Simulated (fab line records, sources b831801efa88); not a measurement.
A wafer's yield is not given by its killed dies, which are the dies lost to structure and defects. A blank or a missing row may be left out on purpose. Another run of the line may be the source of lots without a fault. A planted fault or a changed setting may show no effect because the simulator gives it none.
Chamber matching / flow gf180mcu / GF_V1_ETCH_16 on rie_diel-03 has 4 sister chambers
The step etches BARC in N2/H2. 8 wafers are shown with their chamber, then 12 later ones without.

== WAFERS, EACH WITH ITS CHAMBER ==
wafer=L083.6; chamber=1; drypump_motor_current_A (A)=5.8; oes_product_au (a.u.)=0.858
wafer=L085.2; chamber=2; drypump_motor_current_A (A)=5.4; oes_product_au (a.u.)=0.848
wafer=L087.2; chamber=3; drypump_motor_current_A (A)=6.2; oes_product_au (a.u.)=0.854
wafer=L087.4; chamber=0; drypump_motor_current_A (A)=5.3; oes_product_au (a.u.)=0.854
wafer=L087.6; chamber=1; drypump_motor_current_A (A)=5.8; oes_product_au (a.u.)=0.853
wafer=L089.1; chamber=0; drypump_motor_current_A (A)=5.4; oes_product_au (a.u.)=0.854
wafer=L089.3; chamber=2; drypump_motor_current_A (A)=5.4; oes_product_au (a.u.)=0.851
wafer=L089.6; chamber=3; drypump_motor_current_A (A)=6.1; oes_product_au (a.u.)=0.856

== WAFERS MISSING THEIR CHAMBER ==
wafer=L092.2; drypump_motor_current_A (A)=5.4; oes_product_au (a.u.)=0.850
wafer=L092.3; drypump_motor_current_A (A)=6.1; oes_product_au (a.u.)=0.853
wafer=L092.5; drypump_motor_current_A (A)=5.4; oes_product_au (a.u.)=0.842
wafer=L093.3; drypump_motor_current_A (A)=5.4; oes_product_au (a.u.)=0.851
wafer=L093.5; drypump_motor_current_A (A)=6.2; oes_product_au (a.u.)=0.849
wafer=L093.6; drypump_motor_current_A (A)=5.4; oes_product_au (a.u.)=0.845
wafer=L094.2; drypump_motor_current_A (A)=5.8; oes_product_au (a.u.)=0.849
wafer=L094.4; drypump_motor_current_A (A)=5.5; oes_product_au (a.u.)=0.860
wafer=L094.6; drypump_motor_current_A (A)=5.8; oes_product_au (a.u.)=0.845
wafer=L097.1; drypump_motor_current_A (A)=5.8; oes_product_au (a.u.)=0.853
wafer=L097.2; drypump_motor_current_A (A)=5.4; oes_product_au (a.u.)=0.858
wafer=L097.4; drypump_motor_current_A (A)=5.4; oes_product_au (a.u.)=0.861

== THE CHAMBER EACH PASSED THROUGH ==
wafer=L092.2; from the rows above=can't be placed: 2 or 0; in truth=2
wafer=L092.3; from the rows above=3; in truth=3
wafer=L092.5; from the rows above=2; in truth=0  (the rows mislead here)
wafer=L093.3; from the rows above=can't be placed: 2 or 0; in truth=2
wafer=L093.5; from the rows above=3; in truth=3
wafer=L093.6; from the rows above=2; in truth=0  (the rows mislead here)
wafer=L094.2; from the rows above=1; in truth=1
wafer=L094.4; from the rows above=can't be placed: 0 or 2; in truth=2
wafer=L094.6; from the rows above=1; in truth=1
wafer=L097.1; from the rows above=1; in truth=1
wafer=L097.2; from the rows above=can't be placed: 0 or 2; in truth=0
wafer=L097.4; from the rows above=can't be placed: 0 or 2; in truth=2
Placed correctly: 5 of 12. Can't be placed from these rows: 5 (the true chamber is among the candidates in 5). Wrongly placed: 2.
How it was worked out, from the rows above alone: a wafer's distance from a chamber is the root of the sum, over the readings, of the square of ((its reading less the chamber's mean) divided by the reading's scatter). If the next closest chamber is less than 2 further off than the closest, the wafer can't be placed; otherwise it belongs to the closest. A chamber's mean is the mean of its shown wafers. The scatter: the root of (the sum of the squares of (reading less its chamber's mean) over the shown wafers, divided by (wafers less chambers)).
